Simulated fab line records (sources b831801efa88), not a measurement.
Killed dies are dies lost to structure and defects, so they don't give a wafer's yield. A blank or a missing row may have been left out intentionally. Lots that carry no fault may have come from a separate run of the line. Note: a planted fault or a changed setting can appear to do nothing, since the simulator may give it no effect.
Problem report, 8D (eight disciplines) form, completed by code -- flow gf180mcu -- the parts of the form that need people (team, actions taken, sign-off) are left out

## 1. WHAT WENT WRONG
Mean of developer_temp_C at GF_VT_IMPLANT_DEVELOP_28: 20.72 C across 6 wafers in 2 lots; on wafers with no fault it is 23.00 C (standard deviation 0.09). Measured from the usual mean, that is -25 standard deviations.
The step: develop time 60 s.
Earliest sighting: wafer L396.1 on litho_track-02 at day 12 03:30. At this step, 39 wafers from 13 lots have a number in the record. Rule for "out" (also "out of limits"): further than 4 standard deviations from the usual mean. Any other wafer with a number is counted as sound.

## 2. WHAT IT IS; WHAT IT IS NOT
question,is,is not
which readings at this step,developer_temp_C,-
which lots,"L396, L399","L377, L378, L379, L382, L384, L385, L386, L387, L388, L390, L395"
which wafers of those lots,all that have a number,-
read on which tools,litho_track-02,"litho_track-03, litho_track-04"
when,from day 12 03:30,up to then (33 sound wafers)

## 3. SUSPECTS, AND WHAT RULES EACH OUT
Counting: a tool stays on the suspect list if, at a process step up to the reading, it processed all lots that are out and no sound lot following the first of them.
- litho_track-02 at GF_VT_IMPLANT_DEVELOP_28 (develop time 60 s): kept. Every lot that is out went through it, starting with L396 (day 12 03:30), and after that it ran no sound lot; the last sound lot it ran before then is L390 (day 10 08:51). Its own developer_temp_C readings are out on those wafers.
Remaining after the count: litho_track-02 at GF_VT_IMPLANT_DEVELOP_28.

## 4. THE CAUSE (what the simulator had put in)
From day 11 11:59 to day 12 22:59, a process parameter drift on litho_track-02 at GF_VT_IMPLANT_DEVELOP_28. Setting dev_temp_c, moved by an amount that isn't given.
The count eliminated every tool but this one.

## 5. THE EFFECT CHAIN, in route order
Rows list readings where the struck wafers' mean (over those with a number) sits beyond 3 standard deviations from the usual. Scope: only readings with a usual standard deviation given in the record; hours: median across lots of the time from each lot's start at the first step in this table that gives one to its start at this step; sigmas: change in usual standard deviations.
hours,step,reading,usual,on struck wafers,change,sigmas
0,GF_VT_IMPLANT_DEVELOP_28,developer_temp_C,23.00 C,20.72,-2.28,-25
It contains these process steps:
- GF_VT_IMPLANT_DEVELOP_28: develop time 60 s.
Later measuring or inspecting steps at which every struck wafer that the step has a row for has a number for every such reading, and none has moved that far: GF_M2_CD_MEAS_14.

## 6. HOW IT WOULD HAVE BEEN CAUGHT EARLIER
In this record the first reading out of limits was taken at day 12 03:30, 16 hours after the fault began at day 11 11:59.
